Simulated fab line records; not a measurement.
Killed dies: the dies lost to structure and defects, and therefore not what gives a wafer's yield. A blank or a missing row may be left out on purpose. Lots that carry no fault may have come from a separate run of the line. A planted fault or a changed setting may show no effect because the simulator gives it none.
Which of the tools did it? :: flow sky130 :: 18 wafers from 6 lots sampled at 2 of the route's 708 steps

WHAT THE GAUGES READ, wafer by wafer
SKY_LDD_HVP_OVL_MEAS_07.
lot: L153
measured: day 21 20:26
on: overlay-01
LDD_HVP_OVL (nm): -0.9 -0.3 -0.4

lot: L156
measured: day 22 21:43
on: overlay-01
LDD_HVP_OVL (nm): -0.5 0.1 1.4

lot: L161
measured: day 25 01:37
on: overlay-02
LDD_HVP_OVL (nm): 1.9 1.3 0.2

lot: L168
measured: day 27 12:25
on: overlay-01
LDD_HVP_OVL (nm): -1.1 -0.2 0.3

lot: L170
measured: day 28 02:43
on: overlay-01
LDD_HVP_OVL (nm): 1.2 0.9 -0.5

lot: L172
measured: day 28 17:31
on: overlay-02
LDD_HVP_OVL (nm): 3.3 -0.3 -0.1

TOOL THAT RAN EACH LOT (tool first, then ch and the chambers of the sampled wafers, then the start)
lot: L153
SKY_LDD_HVP_EXPOSE_04: ilineStepper-02 ch 0, day 21 05:56

lot: L156
SKY_LDD_HVP_EXPOSE_04: ilineStepper-02 ch 0, day 22 07:56

lot: L161
SKY_LDD_HVP_EXPOSE_04: ilineStepper-01 ch 0, day 24 10:06

lot: L168
SKY_LDD_HVP_EXPOSE_04: ilineStepper-02 ch 0, day 26 21:15

lot: L170
SKY_LDD_HVP_EXPOSE_04: ilineStepper-01 ch 0, day 27 13:37

lot: L172
SKY_LDD_HVP_EXPOSE_04: ilineStepper-01 ch 0, day 28 02:53
- SKY_LDD_HVP_EXPOSE_04: exposes mask HVPTM, target cd 700 nm.

THE ANSWER, worked out from the rows above alone
Rule: the usual values come from the lots themselves. Put in order of their means at a reading, lots are off if they are a third of the lots or fewer, leave a main group of 4 or more, and stand apart from it by a gap of 3 or more times the standard deviation of the main group's means; of several such gaps the widest counts. The tables above print the reading to a certain number of digits; a main group whose means all agree to those digits is not used. Also off: a lot with no number at a reading for which 4 or more lots have one. All remaining lots with rows at the step are treated as sound.
None of the lots is off at any reading shown; this tells nothing.

WHAT THE SIMULATOR HAD INSERTED
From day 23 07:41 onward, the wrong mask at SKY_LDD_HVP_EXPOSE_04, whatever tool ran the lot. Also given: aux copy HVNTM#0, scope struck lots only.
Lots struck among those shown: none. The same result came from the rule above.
